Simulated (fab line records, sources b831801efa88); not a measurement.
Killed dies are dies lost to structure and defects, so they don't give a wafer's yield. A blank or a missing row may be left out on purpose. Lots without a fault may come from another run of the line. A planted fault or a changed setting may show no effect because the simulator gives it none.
Chamber matching | flow sky130 | SKY_VIA4_ETCH_12 on rie_diel-01: 4 sister chambers
The step etches SiO2 in C4F8/O2/Ar, stops on TiN, target depth 580 nm. 8 wafers are shown with their chamber, then 7 later ones without.

WAFERS WITH THEIR CHAMBER
wafer  | chamber | chamber_pressure_mTorr (mTorr) | oes_product_au (a.u.)
L682.2 | 3       | 40.04                          | 0.920
L683.2 | 1       | 39.99                          | 0.926
L683.4 | 2       | 40.00                          | 0.925
L687.2 | 3       | 40.05                          | 0.914
L687.4 | 1       | 40.01                          | 0.931
L687.6 | 0       | 40.00                          | 0.920
L697.1 | 0       | 39.98                          | 0.924
L697.3 | 2       | 40.01                          | 0.919

WAFERS WITHOUT THEIR CHAMBER
wafer  | chamber_pressure_mTorr (mTorr) | oes_product_au (a.u.)
L697.6 | 39.99                          | 0.921
L700.2 | 39.95                          | 0.926
L700.4 | 40.05                          | 0.927
L700.5 | 39.95                          | 0.930
L704.1 | 39.99                          | 0.931
L704.4 | 39.95                          | 0.927
L704.6 | 40.01                          | 0.930

WHICH CHAMBER EACH WENT THROUGH
wafer  | from the rows above          | in truth
L697.6 | can't be placed: 0 or 2 or 1 | 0
L700.2 | can't be placed: 0 or 1 or 2 | 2
L700.4 | can't be placed: 3 or 2 or 1 | 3
L700.5 | can't be placed: 0 or 1 or 2 | 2
L704.1 | can't be placed: 1 or 0 or 2 | 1
L704.4 | can't be placed: 0 or 1 or 2 | 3
L704.6 | can't be placed: 1 or 2 or 0 | 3
Placed correctly: 0 of 7. Can't be placed from these rows: 7 (the true chamber is among the candidates in 5). Placed wrongly: 0.
How it was worked out, from the rows above alone: a wafer's distance from a chamber is the root of the sum, over the readings, of the square of ((its reading less the chamber's mean) divided by the reading's scatter). The wafer belongs to the nearest chamber; if the next one is less than 2 further off, it can't be placed. A chamber's mean is the mean of its shown wafers. The scatter: the root of (the sum of the squares of (reading less its chamber's mean) over the shown wafers, divided by (wafers less chambers)).
